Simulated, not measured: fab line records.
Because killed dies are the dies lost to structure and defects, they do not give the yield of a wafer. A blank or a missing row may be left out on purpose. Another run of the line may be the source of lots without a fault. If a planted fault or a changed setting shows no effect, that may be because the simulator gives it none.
Which of the tools did it? :: flow gf180mcu :: 42 wafers from 14 lots sampled at 5 of the route's 602 steps

== WHAT THE GAUGES SHOWED, per wafer ==
GF_STI_THK_MEAS_04. Usual: STI_CVD_03_THK typically reads 207.1 nm, with standard deviation 1.6.
lot: L741
measured: day 1 13:34
on: filmMetro-01
STI_CVD_03_THK (nm): 209.9 211.5 209.8
flag: 

lot: L744
measured: day 2 04:54
on: filmMetro-03
STI_CVD_03_THK (nm): 206.5 208.1 206.1
flag: 

lot: L745
measured: day 2 09:34
on: filmMetro-03
STI_CVD_03_THK (nm): 204.7 204.1 202.7
flag: 

lot: L746
measured: day 2 14:59
on: filmMetro-01
STI_CVD_03_THK (nm): 205.6 208.8 208.3
flag: 

lot: L747
measured: day 2 20:58
on: filmMetro-01
STI_CVD_03_THK (nm): 207.4 206.9 208.5
flag: 

lot: L748
measured: day 3 00:38
on: filmMetro-01
STI_CVD_03_THK (nm): 205.9 204.5 207.9
flag: 

lot: L749
measured: day 3 06:07
on: filmMetro-03
STI_CVD_03_THK (nm): 207.0 206.5 207.2
flag: 

lot: L750
measured: day 3 10:34
on: filmMetro-02
STI_CVD_03_THK (nm): 204.8 206.7 207.2
flag: 

lot: L752
measured: day 3 20:41
on: filmMetro-03
STI_CVD_03_THK (nm): 205.8 206.5 207.8
flag: 

lot: L754
measured: day 4 06:35
on: filmMetro-02
STI_CVD_03_THK (nm): 206.2 207.3 205.4
flag: 

lot: L759
measured: day 5 07:44
on: filmMetro-02
STI_CVD_03_THK (nm): 207.4 207.9 207.3
flag: 

lot: L761
measured: day 5 17:34
on: filmMetro-03
STI_CVD_03_THK (nm): 207.6 208.5 207.9
flag: 

lot: L763
measured: day 6 03:34
on: filmMetro-01
STI_CVD_03_THK (nm): 205.0 203.9 204.1
flag: 

lot: L764
measured: day 6 09:48
on: filmMetro-03
STI_CVD_03_THK (nm): 205.8 205.9 205.7
flag: 

GF_DNWELL_TW_MEAS_09. Usual: DNWELL_TW typically reads 1353, with standard deviation 16.
lot: L741
measured: day 2 18:43
on: filmMetro-02
DNWELL_TW: 1335 1336 1336
flag: 

lot: L744
measured: day 3 10:43
on: filmMetro-02
DNWELL_TW: 1336 1338 1338
flag: 

lot: L745
measured: day 3 16:33
on: filmMetro-04
DNWELL_TW: 1368 1363 1371
flag: 

lot: L746
measured: day 3 20:55
on: filmMetro-02
DNWELL_TW: 1330 1329 1334
flag: 

lot: L747
measured: day 4 02:28
on: filmMetro-04
DNWELL_TW: 1370 1369 1367
flag: 

lot: L748
measured: day 4 09:28
on: filmMetro-03
DNWELL_TW: 1363 1363 1365
flag: 

lot: L749
measured: day 4 12:10
on: filmMetro-03
DNWELL_TW: 1364 1377 1382
flag: 

lot: L750
measured: day 4 17:19
on: filmMetro-02
DNWELL_TW: 1344 1333 1338
flag: 

lot: L752
measured: day 5 04:57
on: filmMetro-04
DNWELL_TW: 1366 1380 1375
flag: 

lot: L754
measured: day 5 14:56
on: filmMetro-02
DNWELL_TW: 1356 1356 1357
flag: 

lot: L759
measured: day 6 17:28
on: filmMetro-02
DNWELL_TW: 1342 1339 1348
flag: 

lot: L761
measured: day 7 05:49
on: filmMetro-02
DNWELL_TW: 1333 1329 1332
flag: 

lot: L763
measured: day 7 15:37
on: filmMetro-02
DNWELL_TW: 1347 1337 1338
flag: 

lot: L764
measured: day 8 02:10
on: filmMetro-04
DNWELL_TW: 1367 1360 1359
flag: 

GF_VT_IMPLANT_OVL_MEAS_29. Usual: VT_IMPLANT_02_OVL typically reads 0.7 nm, with standard deviation 1.3.
lot: L741
measured: day 6 22:26
on: overlay-01
VT_IMPLANT_02_OVL (nm): 0.4 3.1 2.5
flag: 

lot: L744
measured: day 7 16:01
on: overlay-01
VT_IMPLANT_02_OVL (nm): 0.0 0.7 0.2
flag: 

lot: L745
measured: day 8 00:00
on: overlay-01
VT_IMPLANT_02_OVL (nm): -2.4 -0.8 -1.0
flag: 

lot: L746
measured: day 8 07:21
on: overlay-01
VT_IMPLANT_02_OVL (nm): 2.0 2.4 2.3
flag: 

lot: L747
measured: day 8 09:54
on: overlay-02
VT_IMPLANT_02_OVL (nm): 1.6 1.8 1.4
flag: 

lot: L748
measured: day 8 20:19
on: overlay-01
VT_IMPLANT_02_OVL (nm): 1.6 1.1 1.4
flag: 

lot: L749
measured: day 9 01:37
on: overlay-01
VT_IMPLANT_02_OVL (nm): 1.6 1.2 0.5
flag: 

lot: L750
measured: day 9 06:37
on: overlay-02
VT_IMPLANT_02_OVL (nm): -1.5 -0.3 -1.0
flag: 

lot: L752
measured: day 9 22:09
on: overlay-02
VT_IMPLANT_02_OVL (nm): 1.5 0.9 1.1
flag: 

lot: L754
measured: day 10 08:35
on: overlay-01
VT_IMPLANT_02_OVL (nm): 1.4 0.9 0.3
flag: 

lot: L759
measured: day 11 19:28
on: overlay-01
VT_IMPLANT_02_OVL (nm): 0.1 0.9 -0.2
flag: 

lot: L761
measured: day 12 09:55
on: overlay-01
VT_IMPLANT_02_OVL (nm): 1.4 1.8 1.9
flag: 

lot: L763
measured: day 12 20:22
on: overlay-02
VT_IMPLANT_02_OVL (nm): -0.5 -1.3 -0.4
flag: 

lot: L764
measured: day 13 10:35
on: overlay-02
VT_IMPLANT_02_OVL (nm): 0.2 -1.3 -1.0
flag: 

GF_VT_IMPLANT_TW_MEAS_43. Usual: VT_IMPLANT_4_TW typically reads 694, with standard deviation 6.9.
lot: L741
measured: day 7 14:05
on: filmMetro-02
VT_IMPLANT_4_TW: 679 679 681
flag: 

lot: L744
measured: day 8 09:07
on: filmMetro-04
VT_IMPLANT_4_TW: 697 694 694
flag: 

lot: L745
measured: day 8 17:17
on: filmMetro-01
VT_IMPLANT_4_TW: 697 694 696
flag: 

lot: L746
measured: day 9 00:23
on: filmMetro-02
VT_IMPLANT_4_TW: 685 685 685
flag: 

lot: L747
measured: day 9 02:48
on: filmMetro-04
VT_IMPLANT_4_TW: 703 700 702
flag: 

lot: L748
measured: day 9 13:27
on: filmMetro-04
VT_IMPLANT_4_TW: 703 702 700
flag: 

lot: L749
measured: day 9 19:38
on: filmMetro-01
VT_IMPLANT_4_TW: 699 703 702
flag: 

lot: L750
measured: day 10 00:27
on: filmMetro-02
VT_IMPLANT_4_TW: 689 692 691
flag: 

lot: L752
measured: day 10 16:33
on: filmMetro-02
VT_IMPLANT_4_TW: 687 692 686
flag: 

lot: L754
measured: day 11 03:35
on: filmMetro-02
VT_IMPLANT_4_TW: 853 856 854
flag: OFF

lot: L759
measured: day 12 14:50
on: filmMetro-01
VT_IMPLANT_4_TW: 868 870 872
flag: OFF

lot: L761
measured: day 13 05:46
on: filmMetro-01
VT_IMPLANT_4_TW: 695 695 702
flag: 

lot: L763
measured: day 13 16:45
on: filmMetro-02
VT_IMPLANT_4_TW: 700 698 701
flag: 

lot: L764
measured: day 14 07:10
on: filmMetro-02
VT_IMPLANT_4_TW: 693 696 693
flag: 

== EACH LOT AND THE TOOL THAT RAN IT (in order: tool; ch and the chambers of the sampled wafers; start) ==
lot: L741
GF_VT_IMPLANT_IMPLANT_41: implanter-04 ch 0, day 7 13:50

lot: L744
GF_VT_IMPLANT_IMPLANT_41: implanter-03 ch 0, day 8 08:53

lot: L745
GF_VT_IMPLANT_IMPLANT_41: implanter-03 ch 0, day 8 17:02

lot: L746
GF_VT_IMPLANT_IMPLANT_41: implanter-03 ch 0, day 9 00:08

lot: L747
GF_VT_IMPLANT_IMPLANT_41: implanter-04 ch 0, day 9 02:33

lot: L748
GF_VT_IMPLANT_IMPLANT_41: implanter-03 ch 0, day 9 13:13

lot: L749
GF_VT_IMPLANT_IMPLANT_41: implanter-04 ch 0, day 9 19:20

lot: L750
GF_VT_IMPLANT_IMPLANT_41: implanter-01 ch 0, day 10 00:13

lot: L752
GF_VT_IMPLANT_IMPLANT_41: implanter-01 ch 0, day 10 16:18

lot: L754
GF_VT_IMPLANT_IMPLANT_41: implanter-03 ch 0, day 11 02:53

lot: L759
GF_VT_IMPLANT_IMPLANT_41: implanter-03 ch 0, day 12 14:17

lot: L761
GF_VT_IMPLANT_IMPLANT_41: implanter-01 ch 0, day 13 05:31

lot: L763
GF_VT_IMPLANT_IMPLANT_41: implanter-01 ch 0, day 13 16:31

lot: L764
GF_VT_IMPLANT_IMPLANT_41: implanter-04 ch 0, day 14 06:55
- GF_VT_IMPLANT_IMPLANT_41

== AS READ BY THE TOOLS THEMSELVES (means over the sampled wafers that have a number; for cases with no such wafer, the mark the record gives instead) ==
The record holds no such reading with a usual standard deviation.

== THE ANSWER, worked out from the rows above alone ==
Rule: a lot is off if the mean of its wafers that have a number lies more than 3 standard deviations from the usual mean. A lot without any number at a reading at which 4 lots or more have one is off too. Where the step has rows for the other lots, those lots are counted as sound. Order of review: gauges by route order, followed by the tools' own readings, for which a lot's mean as printed above is used. The first step at which some lot is off is used, and at that step the reading that is off furthest; a lot without a number counts as furthest.
Off: at GF_VT_IMPLANT_TW_MEAS_43 (VT_IMPLANT_4_TW), L754, L759.
A tool fits if, at a process step before that reading, it ran every lot that is off, and no sound lot after the first of them. Gauges at GF_VT_IMPLANT_TW_MEAS_43: tried the same way as those tools. One fits: GF_VT_IMPLANT_IMPLANT_41 on implanter-03. Its last sound lot is L748 (day 9 13:13), its first lot that is off L754 (day 11 02:53): a fault that began between those two fits.

== WHAT THE SIMULATOR PUT IN ==
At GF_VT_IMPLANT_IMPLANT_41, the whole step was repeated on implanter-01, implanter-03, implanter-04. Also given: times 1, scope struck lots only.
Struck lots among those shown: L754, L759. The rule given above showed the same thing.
